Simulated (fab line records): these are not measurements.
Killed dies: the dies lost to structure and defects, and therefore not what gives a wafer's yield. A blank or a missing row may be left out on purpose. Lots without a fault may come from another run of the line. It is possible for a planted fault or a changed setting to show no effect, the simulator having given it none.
Matching of chambers    flow gf180mcu    cmp-01 running GF_CONTACT_CMP_27: 4 sister chambers
The step polishes, stops on SiO2, t overpolish 15 s, target thk 0 nm. 8 wafers are shown with their chamber, then 8 later ones without.

WAFERS, EACH WITH ITS CHAMBER
wafer   chamber  motor current A (A)  overpolish run s (s)
L895.4  2        9.8                  14.994
L899.1  0        12.3                 14.993
L899.2  3        12.8                 14.999
L899.6  0        13.0                 15.003
L902.3  1        10.2                 15.003
L902.4  2        9.6                  14.994
L902.6  1        10.0                 14.995
L906.3  3        12.1                 15.004

WAFERS WITHOUT THEIR CHAMBER
wafer   motor current A (A)  overpolish run s (s)
L906.4  11.9                 15.005
L906.5  12.4                 15.002
L909.2  12.5                 14.985
L909.5  9.7                  14.984
L909.6  10.5                 14.990
L912.1  12.6                 15.003
L912.2  9.6                  14.981
L912.4  9.8                  14.996

EACH ONE'S CHAMBER
wafer   from the rows above      in truth
L906.4  can't be placed: 3 or 0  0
L906.5  can't be placed: 3 or 0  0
L909.2  can't be placed: 0 or 3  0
L909.5  can't be placed: 2 or 1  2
L909.6  can't be placed: 1 or 2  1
L912.1  can't be placed: 3 or 0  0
L912.2  can't be placed: 2 or 1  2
L912.4  can't be placed: 2 or 1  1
0 of 8 placed correctly. Not placeable from these rows: 8 (in 8, the candidates include the true chamber). 0 placed wrongly.
How it was worked out, from the rows above alone: a wafer's distance from a chamber is the root of the sum, over the readings, of the square of ((its reading less the chamber's mean) divided by the reading's scatter). The wafer belongs to the nearest chamber; if the next one is less than 2 further off, it can't be placed. Each chamber's mean is taken over the wafers shown for it. The scatter: take each reading less its chamber's mean, square it, sum over the shown wafers, divide by the number of wafers less the number of chambers, and take the root.
